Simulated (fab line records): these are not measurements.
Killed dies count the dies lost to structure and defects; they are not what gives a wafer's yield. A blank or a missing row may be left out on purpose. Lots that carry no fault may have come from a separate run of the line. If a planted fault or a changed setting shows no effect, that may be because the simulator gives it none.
fab line records ; flow sky130 ; part 1 of 2: steps 1 to 26 of 35
record lots=5; wafers=15; last_day=50
route steps=708 shown LDD_LDN@291 SPACER@304 POLY_CUT@307 SD_P@320
lots with no fault: from the same line, run without faults
start_h: start of the lot's first displayed wafer, in hours after the record's first day ; wait_h: time in hours since the lot's previous step ; " the same as in the row above ; L1.1+2: several wafers, shown together as one row ; - no value, or no start given ; * or withheld: withheld ; < > ~ a bound
route shown NAME@n: names a module that has steps shown in the file, with the first one's number in the route ; usual: mean/standard deviation of fault-free wafers ; same: alike in all rows ; chamber/n: place in a boat ; sites: readings site by site ; _std_site: standard deviation across them ; _edge_site: outer sites' mean less inner sites' ; radius_mm: for every site, how far away it sits from the centre of the wafer ; mask NAME#n: copy n ; behind: the most recent tool/chamber to have shaped the wafer ; hold: the reason the lot was held/the length of the hold in hours/how it ended ; device: transistor that didn't switch, given as n, p or np ; end of line: tests run on the same wafers once the route is complete ; step lacking rows: just its recipe ; killed: dies lost to structure and defects at the first sort, not the wafer's yield ; map: a wafer's dies, marking killed ones x, the rest . and places with no die _
set.NAME: the setting as run; set.NAME@STEP: as run at that earlier step ; model.NAME: the simulator's own value behind a step, which no gauge read
lots at some steps of the route; a table a step, a row a wafer
services: from which hour (start_h, from the record's first day; less than 0 if before it) a tool's chamber was out of use, for how many hours, and why
## steps
# step SKY_LDD_LDN_COAT_02
# recipe resist=NOVOLAK; spin_rpm=3000; resist_thk_nm=1140
lot.wafer;tool;chamber;start_h;wait_h
L074.1+4+5;litho_track-01;0;512.61;0.1
L086.1+2+4;litho_track-02;0;622.30;0.1
L089.2+3+4;litho_track-02;0;637.62;0.1
L090.2+3+4;litho_track-02;0;651.32;0.1
L096.1+5+6;litho_track-01;0;699.66;0.1
# step SKY_LDD_LDN_SOFTBAKE_03
# recipe temp_c=90; time_s=60; resist=NOVOLAK
lot.wafer;tool;chamber;start_h;wait_h
L074.1+4+5;litho_track-01;0;512.76;0.1
L086.1+2+4;litho_track-02;0;622.45;0.1
L089.2+3+4;litho_track-02;0;637.77;0.1
L090.2+3+4;litho_track-02;0;651.47;0.1
L096.1+5+6;litho_track-01;0;699.81;0.1
# step SKY_LDD_LDN_EXPOSE_04
# recipe mask_id=LDNTM; na=0.6; source_shape=conventional; sigma_outer=0.6; polarization=unpolarized; target_cd_nm=700; dose_mj=140
# usual reticle_temp_C=22.98/0.11
lot.wafer;tool;chamber;start_h;wait_h;mask;reticle_temp_C
L074.1;iline_stepper-02;0;-;-;LDNTM#0;22.94
L074.4;iline_stepper-02;0;-;-;LDNTM#0;22.93
L074.5;iline_stepper-02;0;-;-;LDNTM#0;22.94
L086.1;iline_stepper-01;0;-;-;LDNTM#0;22.93
L086.2;iline_stepper-01;0;-;-;LDNTM#0;22.88
L086.4;iline_stepper-01;0;-;-;LDNTM#0;23.06
L089.2;iline_stepper-01;0;-;-;LDNTM#0;23.06
L089.3;iline_stepper-01;0;-;-;LDNTM#0;23.18
L089.4;iline_stepper-01;0;-;-;LDNTM#0;22.90
L090.2;iline_stepper-01;0;-;-;LDNTM#0;22.93
L090.3;iline_stepper-01;0;-;-;LDNTM#0;22.96
L090.4;iline_stepper-01;0;-;-;LDNTM#0;22.86
L096.1;iline_stepper-02;0;-;-;LDNTM#0;22.82
L096.5;iline_stepper-02;0;-;-;LDNTM#0;22.88
L096.6;iline_stepper-02;0;-;-;LDNTM#0;22.90
# step SKY_LDD_LDN_PEB_05
# recipe temp_c=withheld; time_s=*; resist=NOVOLAK
lot.wafer;tool;chamber;start_h;wait_h
L074.1+4+5;litho_track-01;0;-;-
L086.1+2+4;litho_track-02;0;-;-
L089.2+3+4;litho_track-01;0;-;-
L090.2+3+4;litho_track-01;0;-;-
L096.1+5+6;litho_track-04;0;-;-
# step SKY_LDD_LDN_DEVELOP_06
# recipe resist=NOVOLAK; developer=TMAH; develop_time_s=60; dev_temp_c=23
lot.wafer;tool;chamber;start_h;wait_h
L074.1+4+5;litho_track-01;0;528.31;0.1
L086.1+2+4;litho_track-02;0;637.15;0.1
L089.2+3+4;litho_track-01;0;651.88;0.1
L090.2+3+4;litho_track-01;0;665.88;0.1
L096.1+5+6;litho_track-04;0;712.69;0.1
# step SKY_LDD_LDN_OVL_MEAS_07
# usual LDD_LDN_OVL=0.0/1.5
lot.wafer;tool;chamber;start_h;wait_h;LDD_LDN_OVL[nm]
L074.1;overlay-01;-;528.46;0.1;3.7
L074.4;overlay-01;-;528.46;0.1;2.0
L074.5;overlay-01;-;528.46;0.1;2.2
L086.1;overlay-01;-;637.30;0.1;0.5
L086.2;overlay-01;-;637.30;0.1;-0.4
L086.4;overlay-01;-;637.30;0.1;0.7
L089.2;overlay-02;-;652.01;0.1;-0.2
L089.3;overlay-02;-;652.01;0.1;-0.4
L089.4;overlay-02;-;652.01;0.1;-0.3
L090.2;overlay-01;-;666.02;0.1;-1.7
L090.3;overlay-01;-;666.02;0.1;-0.6
L090.4;overlay-01;-;666.02;0.1;-1.6
L096.1;overlay-01;-;712.84;0.1;0.4
L096.5;overlay-01;-;712.84;0.1;1.0
L096.6;overlay-01;-;712.84;0.1;1.4
# step SKY_LDD_LDN_IMPLANT_08
# recipe species=As; energy_kev=15; dose_cm2=1.25e+13; tilt_deg=withheld; rotation_deg=23
# usual beam_energy_keV=15.000/0.0044; beam_on_s=9.99/0.21; rotation_deg=23.004/0.022
lot.wafer;tool;chamber;start_h;wait_h;beam_energy_keV;beam_on_s;rotation_deg
L074.1;implanter-03;0;528.50;0.0;15.006;9.89;23.039
L074.4;implanter-03;0;528.50;0.0;15.005;9.89;22.998
L074.5;implanter-03;0;528.50;0.0;15.003;10.16;23.013
L086.1;implanter-03;0;637.34;0.0;14.995;9.50;23.025
L086.2;implanter-03;0;637.34;0.0;14.993;10.00;23.016
L086.4;implanter-03;0;637.34;0.0;14.996;10.11;23.045
L089.2;implanter-01;0;652.07;0.0;15.005;9.70;22.987
L089.3;implanter-01;0;652.07;0.0;14.998;9.85;23.021
L089.4;implanter-01;0;652.07;0.0;14.995;9.85;22.966
L090.2;implanter-04;0;666.07;0.0;15.004;10.24;23.014
L090.3;implanter-04;0;666.07;0.0;14.995;10.31;23.023
L090.4;implanter-04;0;666.07;0.0;15.010;9.63;23.014
L096.1;implanter-04;0;712.87;0.0;14.998;10.04;22.968
L096.5;implanter-04;0;712.87;0.0;14.998;10.19;22.973
L096.6;implanter-04;0;712.87;0.0;15.000;10.02;22.978
# step SKY_LDD_LDN_IMPLANT_09
# recipe species=As; energy_kev=15; dose_cm2=1.25e+13; tilt_deg=withheld; rotation_deg=113
# usual beam_energy_keV=15.000/0.004; beam_on_s=10.02/0.18; rotation_deg=113.00/0.029
lot.wafer;tool;chamber;start_h;wait_h;beam_energy_keV;beam_on_s;rotation_deg
L074.1;implanter-03;0;528.65;0.1;14.993;10.18;113.02
L074.4;implanter-03;0;528.65;0.1;15.002;10.14;113.04
L074.5;implanter-03;0;528.65;0.1;15.005;9.92;113.03
L086.1;implanter-03;0;637.49;0.1;14.998;10.08;112.96
L086.2;implanter-03;0;637.49;0.1;14.998;9.78;112.99
L086.4;implanter-03;0;637.49;0.1;15.003;9.92;112.99
L089.2;implanter-01;0;652.22;0.1;14.997;9.95;113.00
L089.3;implanter-01;0;652.22;0.1;15.005;9.59;112.94
L089.4;implanter-01;0;652.22;0.1;14.995;10.14;112.98
L090.2;implanter-04;0;666.22;0.1;14.999;10.07;113.06
L090.3;implanter-04;0;666.22;0.1;15.005;10.17;113.02
L090.4;implanter-04;0;666.22;0.1;14.999;10.01;112.94
L096.1;implanter-04;0;713.02;0.1;14.994;10.36;112.99
L096.5;implanter-04;0;713.02;0.1;15.004;10.00;112.96
L096.6;implanter-04;0;713.02;0.1;14.995;10.22;112.95
# step SKY_LDD_LDN_IMPLANT_10
# recipe species=As; energy_kev=15; dose_cm2=1.25e+13; tilt_deg=withheld; rotation_deg=203
# usual beam_energy_keV=14.999/0.0038; beam_on_s=10.02/0.2; rotation_deg=203.00/0.033
lot.wafer;tool;chamber;start_h;wait_h;beam_energy_keV;beam_on_s;rotation_deg
L074.1;implanter-03;0;528.80;0.1;15.003;10.01;202.99
L074.4;implanter-03;0;528.80;0.1;15.001;9.80;202.98
L074.5;implanter-03;0;528.80;0.1;14.999;10.03;202.96
L086.1;implanter-03;0;637.64;0.1;15.003;10.05;202.96
L086.2;implanter-03;0;637.64;0.1;14.995;10.48;203.02
L086.4;implanter-03;0;637.64;0.1;14.996;9.63;202.98
L089.2;implanter-01;0;652.37;0.1;15.003;9.92;203.04
L089.3;implanter-01;0;652.37;0.1;14.998;9.97;203.02
L089.4;implanter-01;0;652.37;0.1;15.007;10.13;203.01
L090.2;implanter-04;0;666.37;0.1;15.001;10.07;203.07
L090.3;implanter-04;0;666.37;0.1;14.998;9.44;202.95
L090.4;implanter-04;0;666.37;0.1;15.000;10.17;202.99
L096.1;implanter-04;0;713.17;0.1;15.002;9.96;203.07
L096.5;implanter-04;0;713.17;0.1;15.000;9.86;202.98
L096.6;implanter-04;0;713.17;0.1;15.002;10.15;203.02
# step SKY_LDD_LDN_IMPLANT_11
# recipe species=As; energy_kev=15; dose_cm2=1.26e+13; tilt_deg=withheld; rotation_deg=293
# usual beam_energy_keV=14.998/0.0052; beam_on_s=9.99/0.2; rotation_deg=293.00/0.046
lot.wafer;tool;chamber;start_h;wait_h;beam_energy_keV;beam_on_s;rotation_deg
L074.1;implanter-03;0;528.95;0.1;14.994;9.96;293.06
L074.4;implanter-03;0;528.95;0.1;14.998;10.19;292.99
L074.5;implanter-03;0;528.95;0.1;14.997;9.87;292.96
L086.1;implanter-03;0;637.79;0.1;14.991;10.04;292.95
L086.2;implanter-03;0;637.79;0.1;15.002;9.64;293.00
L086.4;implanter-03;0;637.79;0.1;14.998;10.10;293.02
L089.2;implanter-01;0;652.52;0.1;15.002;9.55;293.01
L089.3;implanter-01;0;652.52;0.1;15.006;10.18;292.97
L089.4;implanter-01;0;652.52;0.1;14.997;10.01;293.05
L090.2;implanter-04;0;666.52;0.1;14.984;9.72;292.99
L090.3;implanter-04;0;666.52;0.1;14.984;9.63;292.99
L090.4;implanter-04;0;666.52;0.1;14.987;10.23;293.06
L096.1;implanter-04;0;713.32;0.1;15.004;9.79;292.97
L096.5;implanter-04;0;713.32;0.1;14.995;10.21;292.97
L096.6;implanter-04;0;713.32;0.1;15.010;10.48;293.02
# step SKY_LDD_LDN_STRIP_12
# recipe chemistry=O2/N2; power_w=1400; pressure_mtorr=1500; platen_temp_c=withheld; o2_flow_sccm=3000; n2_flow_sccm=300; overash_fraction=0.5
# usual chamber_pressure_mTorr=1499.8/1.4; drypump_motor_current_A=5.7/0.4; oes_product_au=0.715/0.0046; strip_time_to_endpoint_s=14.18/0.034
lot.wafer;tool;chamber;start_h;wait_h;chamber_pressure_mTorr;drypump_motor_current_A;oes_product_au;rf_hours_counter_h;strip_time_to_endpoint_s
L074.1;plasma_asher-03;0;529.10;0.1;1498.5;6.6;0.714;9;14.23
L074.4;plasma_asher-03;1;529.10;0.1;1500.5;6.0;0.714;-;14.18
L074.5;plasma_asher-03;1;529.10;0.1;1502.5;6.1;0.712;-;14.18
L086.1;plasma_asher-03;1;637.94;0.1;1499.6;6.0;0.714;20;14.17
L086.2;plasma_asher-03;0;637.94;0.1;1498.8;6.5;0.717;20;14.16
L086.4;plasma_asher-03;0;637.94;0.1;1499.6;6.5;0.717;-;14.18
L089.2;plasma_asher-03;1;652.64;0.1;1496.9;6.0;0.710;22;14.14
L089.3;plasma_asher-03;0;652.64;0.1;1499.2;6.6;0.714;-;14.17
L089.4;plasma_asher-03;1;652.64;0.1;1498.6;6.0;0.713;-;14.19
L090.2;plasma_asher-01;0;666.65;0.1;1497.7;5.5;0.714;90;14.19
L090.3;plasma_asher-01;0;666.65;0.1;1497.3;5.5;0.712;-;14.15
L090.4;plasma_asher-01;1;666.65;0.1;1501.6;5.2;0.713;-;14.18
L096.1;plasma_asher-01;1;713.47;0.1;1500.3;5.2;0.709;96;14.18
L096.5;plasma_asher-01;0;713.47;0.1;1501.5;5.5;0.717;-;14.19
L096.6;plasma_asher-01;1;713.47;0.1;1500.0;5.2;0.723;-;14.24
# step SKY_LDD_LDN_TW_MEAS_13
# usual LDD_LDN_TW=1489/7.3
lot.wafer;tool;chamber;start_h;wait_h;LDD_LDN_TW
L074.1;film_metro-01;-;529.20;0.1;1495
L074.4;film_metro-01;-;529.20;0.1;1494
L074.5;film_metro-01;-;529.20;0.1;1493
L086.1;film_metro-04;-;638.04;0.1;1490
L086.2;film_metro-04;-;638.04;0.1;1492
L086.4;film_metro-04;-;638.04;0.1;1497
L089.2;film_metro-02;-;652.75;0.1;1487
L089.3;film_metro-02;-;652.75;0.1;1480
L089.4;film_metro-02;-;652.75;0.1;1475
L090.2;film_metro-01;-;666.76;0.1;1489
L090.3;film_metro-01;-;666.76;0.1;1489
L090.4;film_metro-01;-;666.76;0.1;1493
L096.1;film_metro-04;-;713.57;0.1;1491
L096.5;film_metro-04;-;713.57;0.1;1485
L096.6;film_metro-04;-;713.57;0.1;1495
# step SKY_LDD_LDN_CLEAN_14
# recipe chemistry=SC1/SC2; mix=1:4:20; temp_c=70; time_s=150; dry=n2_spin
lot.wafer;tool;chamber;start_h;wait_h
L074.1+4+5;wet_bench-03;3;529.26;0.1
L086.1+2+4;wet_bench-01;3;638.10;0.1
L089.2+3+4;wet_bench-04;3;652.80;0.0
L090.2+3+4;wet_bench-01;0;666.81;0.0
L096.1+5+6;wet_bench-01;2;713.63;0.1
# step SKY_SPACER_CVD_00
# recipe material=Si3N4; precursor=DCS/NH3; target_thk_nm=43.1; temp_c=770; time_s=740; pressure_mtorr=250
# usual zone_power_bottom_pct=20.8/0.64
lot.wafer;tool;chamber;start_h;wait_h;zone_power_bottom_pct
L074.1;lpcvd-02;1;529.31;0.0;19.9
L074.4;lpcvd-02;1;529.31;0.0;20.1
L074.5;lpcvd-02;1;529.31;0.0;20.3
L086.1;lpcvd-02;1;638.15;0.0;20.2
L086.2;lpcvd-02;1;638.15;0.0;20.2
L086.4;lpcvd-02;1;638.15;0.0;20.2
L089.2;lpcvd-02;0;652.85;0.0;21.2
L089.3;lpcvd-02;0;652.85;0.0;21.3
L089.4;lpcvd-02;0;652.85;0.0;21.1
L090.2;lpcvd-02;0;666.86;0.0;21.5
L090.3;lpcvd-02;0;666.86;0.0;21.2
L090.4;lpcvd-02;0;666.86;0.0;21.1
L096.1;lpcvd-02;1;713.73;0.0;20.0
L096.5;lpcvd-02;1;713.73;0.0;20.1
L096.6;lpcvd-02;1;713.73;0.0;20.3
# step SKY_SPACER_THK_MEAS_01
# recipe reads=Si3N4_of_SPACER_CVD_00
# usual SPACER_CVD_00_THK=43.2/0.47
lot.wafer;tool;chamber;start_h;wait_h;SPACER_CVD_00_THK[nm]
L074.1;film_metro-02;-;531.12;0.0;42.1
L074.4;film_metro-02;-;531.12;0.0;42.3
L074.5;film_metro-02;-;531.12;0.0;42.3
L086.1;film_metro-02;-;639.35;0.0;42.5
L086.2;film_metro-02;-;639.35;0.0;42.6
L086.4;film_metro-02;-;639.35;0.0;42.1
L089.2;film_metro-02;-;654.07;0.0;42.8
L089.3;film_metro-02;-;654.07;0.0;42.9
L089.4;film_metro-02;-;654.07;0.0;43.1
L090.2;film_metro-01;-;668.07;0.0;43.1
L090.3;film_metro-01;-;668.07;0.0;43.3
L090.4;film_metro-01;-;668.07;0.0;43.0
L096.1;film_metro-01;-;714.94;0.0;43.3
L096.5;film_metro-01;-;714.94;0.0;43.2
L096.6;film_metro-01;-;714.94;0.0;43.3
# step SKY_SPACER_ETCHBACK_02
# recipe chemistry=CH3F/O2; target=Si3N4; stop_on=SiO2; source_w=400; bias_w=80; pressure_mtorr=25; ch3f_flow_sccm=40; O2_flow_sccm=30; time_s=46.7; target_depth_a=450
# usual bias_w=79.99/0.25; chamber_pressure_mTorr=25.002/0.021; drypump_motor_current_A=5.7/0.5; oes_product_au=0.856/0.0073; rf_fwd_power_W=395.8/1.8; throttle_valve_pct=10.563/0.0087
lot.wafer;tool;chamber;start_h;wait_h;bias_w;chamber_pressure_mTorr;drypump_motor_current_A;oes_product_au;rf_fwd_power_W;rf_hours_counter_h;throttle_valve_pct
L074.1;rie_diel-04;0;531.18;0.1;80.00;25.007;6.5;0.847;395.6;52;10.563
L074.4;rie_diel-04;1;531.18;0.1;80.17;24.996;5.7;0.840;396.1;9;10.560
L074.5;rie_diel-04;2;531.18;0.1;80.21;25.014;5.2;0.846;393.1;-;10.558
L086.1;rie_diel-01;2;639.41;0.1;79.99;25.012;5.4;0.848;397.4;19;10.565
L086.2;rie_diel-01;0;639.41;0.1;79.95;24.997;5.7;0.852;395.9;16;10.555
L086.4;rie_diel-01;3;639.41;0.1;80.01;25.028;5.3;0.846;392.7;6;10.559
L089.2;rie_diel-03;0;654.12;0.0;79.81;24.993;4.9;0.848;394.5;5;10.574
L089.3;rie_diel-03;2;654.12;0.0;80.02;24.974;6.4;0.853;395.3;36;10.556
L089.4;rie_diel-03;1;654.12;0.0;80.02;24.989;5.9;0.853;397.6;3;10.573
L090.2;rie_diel-04;0;668.12;0.0;79.84;25.006;6.5;0.868;397.3;54;10.567
L090.3;rie_diel-04;3;668.12;0.0;79.99;25.008;6.3;0.858;393.0;8;10.570
L090.4;rie_diel-04;2;668.12;0.0;79.90;25.004;5.2;0.852;395.1;7;10.566
L096.1;rie_diel-03;1;715.00;0.1;79.97;25.003;5.9;0.858;397.7;4;10.566
L096.5;rie_diel-03;1;715.00;0.1;80.01;25.006;5.9;0.849;396.7;-;10.564
L096.6;rie_diel-03;0;715.00;0.1;80.16;25.009;4.9;0.861;394.1;-;10.584
# step SKY_POLY_CUT_DEHYDRATE_00
# recipe temp_c=200; time_s=60
lot.wafer;tool;chamber;start_h;wait_h
L074.1+4+5;litho_track-03;0;545.89;14.7
L086.1+2+4;litho_track-01;0;652.96;13.5
L089.2+3+4;litho_track-03;0;668.06;13.9
L090.2+3+4;litho_track-03;0;681.51;13.4
L096.1+5+6;litho_track-01;0;728.66;13.6
# step SKY_POLY_CUT_HMDS_01
# recipe prime_time_s=60; prime_temp_c=120
# usual prime_temp_c=119.99/0.13
# same prime_time_s=60
lot.wafer;tool;chamber;start_h;wait_h;prime_temp_c
L074.1;litho_track-03;0;546.04;0.1;120.03
L074.4;litho_track-03;0;546.04;0.1;120.08
L074.5;litho_track-03;0;546.04;0.1;120.14
L086.1;litho_track-01;0;653.11;0.1;120.03
L086.2;litho_track-01;0;653.11;0.1;120.06
L086.4;litho_track-01;0;653.11;0.1;120.01
L089.2;litho_track-03;0;668.21;0.1;119.81
L089.3;litho_track-03;0;668.21;0.1;119.89
L089.4;litho_track-03;0;668.21;0.1;119.86
L090.2;litho_track-03;0;681.66;0.1;119.99
L090.3;litho_track-03;0;681.66;0.1;120.00
L090.4;litho_track-03;0;681.66;0.1;119.94
L096.1;litho_track-01;0;728.81;0.1;120.11
L096.5;litho_track-01;0;728.81;0.1;119.99
L096.6;litho_track-01;0;728.81;0.1;119.92
# step SKY_POLY_CUT_COAT_02
# recipe resist=BARC; temp_c=withheld; time_s=withheld; spin_rpm=3000; resist_thk_nm=60
lot.wafer;tool;chamber;start_h;wait_h
L074.1+4+5;litho_track-03;0;546.19;0.1
L086.1+2+4;litho_track-01;0;653.26;0.1
L089.2+3+4;litho_track-03;0;668.36;0.1
L090.2+3+4;litho_track-03;0;681.81;0.1
L096.1+5+6;litho_track-01;0;728.96;0.1
# step SKY_POLY_CUT_COAT_03
# recipe resist=KrF-thick; spin_rpm=3000; resist_thk_nm=450
lot.wafer;tool;chamber;start_h;wait_h
L074.1+4+5;litho_track-03;0;-;-
L086.1+2+4;litho_track-01;0;-;-
L089.2+3+4;litho_track-03;0;-;-
L090.2+3+4;litho_track-03;0;-;-
L096.1+5+6;litho_track-01;0;-;-
# step SKY_POLY_CUT_SOFTBAKE_04
# recipe temp_c=100; time_s=90; resist=KrF-thick
lot.wafer;tool;chamber;start_h;wait_h
L074.1+4+5;litho_track-03;0;-;-
L086.1+2+4;litho_track-01;0;-;-
L089.2+3+4;litho_track-03;0;-;-
L090.2+3+4;litho_track-03;0;-;-
L096.1+5+6;litho_track-01;0;-;-
# step SKY_POLY_CUT_EXPOSE_05
# recipe mask_id=NPCM; na=0.8; source_shape=annular; sigma_inner=0.55; sigma_outer=0.85; target_cd_nm=270; dose_mj=32
# usual reticle_temp_C=23.01/0.1
lot.wafer;tool;chamber;start_h;wait_h;mask;reticle_temp_C
L074.1;krf_scanner-01;0;-;-;NPCM#0;22.98
L074.4;krf_scanner-01;0;-;-;NPCM#0;22.87
L074.5;krf_scanner-01;0;-;-;NPCM#0;22.78
L086.1;krf_scanner-01;0;-;-;NPCM#0;23.15
L086.2;krf_scanner-01;0;-;-;NPCM#0;23.20
L086.4;krf_scanner-01;0;-;-;NPCM#0;23.18
L089.2;krf_scanner-01;0;-;-;NPCM#0;22.99
L089.3;krf_scanner-01;0;-;-;NPCM#0;23.04
L089.4;krf_scanner-01;0;-;-;NPCM#0;23.01
L090.2;krf_scanner-01;0;-;-;NPCM#0;22.98
L090.3;krf_scanner-01;0;-;-;NPCM#0;23.05
L090.4;krf_scanner-01;0;-;-;NPCM#0;23.10
L096.1;krf_scanner-01;0;-;-;NPCM#0;22.94
L096.5;krf_scanner-01;0;-;-;NPCM#0;23.03
L096.6;krf_scanner-01;0;-;-;NPCM#0;22.99
# step SKY_POLY_CUT_PEB_06
# recipe peb_temp_c=withheld; peb_time_s=withheld; resist=KrF-thick
lot.wafer;tool;chamber;start_h;wait_h
L074.1+4+5;litho_track-04;0;-;-
L086.1+2+4;litho_track-01;0;-;-
L089.2+3+4;litho_track-04;0;-;-
L090.2+3+4;litho_track-01;0;-;-
L096.1+5+6;litho_track-04;0;-;-
# step SKY_POLY_CUT_DEVELOP_07
# recipe develop_time_s=60; resist=KrF-thick; dev_temp_c=21
lot.wafer;tool;chamber;start_h;wait_h
L074.1+4+5;litho_track-04;0;-;-
L086.1+2+4;litho_track-01;0;-;-
L089.2+3+4;litho_track-04;0;-;-
L090.2+3+4;litho_track-01;0;-;-
L096.1+5+6;litho_track-04;0;-;-
# step SKY_POLY_CUT_CD_MEAS_08
# recipe target_cd_nm=270
# usual cd_nm=270.6/1.1
lot.wafer;tool;chamber;start_h;wait_h;cd_nm
L074.1;cd_sem-02;-;561.54;-;270.3
L074.4;cd_sem-02;-;561.54;-;268.4
L074.5;cd_sem-02;-;561.54;-;270.7
L086.1;cd_sem-01;-;667.56;-;271.4
L086.2;cd_sem-01;-;667.56;-;269.8
L086.4;cd_sem-01;-;667.56;-;272.1
L089.2;cd_sem-01;-;682.31;-;269.8
L089.3;cd_sem-01;-;682.31;-;272.6
L089.4;cd_sem-01;-;682.31;-;269.8
L090.2;cd_sem-01;-;696.03;-;270.7
L090.3;cd_sem-01;-;696.03;-;270.4
L090.4;cd_sem-01;-;696.03;-;270.2
L096.1;cd_sem-01;-;742.99;-;268.9
L096.5;cd_sem-01;-;742.99;-;268.8
L096.6;cd_sem-01;-;742.99;-;269.6
# step SKY_POLY_CUT_OVL_MEAS_09
# usual POLY_CUT_OVL=-1/6.2
lot.wafer;tool;chamber;start_h;wait_h;POLY_CUT_OVL[nm]
L074.1;overlay-01;-;561.66;0.1;2
L074.4;overlay-01;-;561.66;0.1;-3
L074.5;overlay-01;-;561.66;0.1;-2
L086.1;overlay-02;-;667.68;0.1;3
L086.2;overlay-02;-;667.68;0.1;8
L086.4;overlay-02;-;667.68;0.1;5
L089.2;overlay-02;-;682.41;0.1;0
L089.3;overlay-02;-;682.41;0.1;-6
L089.4;overlay-02;-;682.41;0.1;-4
L090.2;overlay-01;-;696.14;0.1;0
L090.3;overlay-01;-;696.14;0.1;-4
L090.4;overlay-01;-;696.14;0.1;4
L096.1;overlay-01;-;743.11;0.1;-5
L096.5;overlay-01;-;743.11;0.1;-6
L096.6;overlay-01;-;743.11;0.1;-8
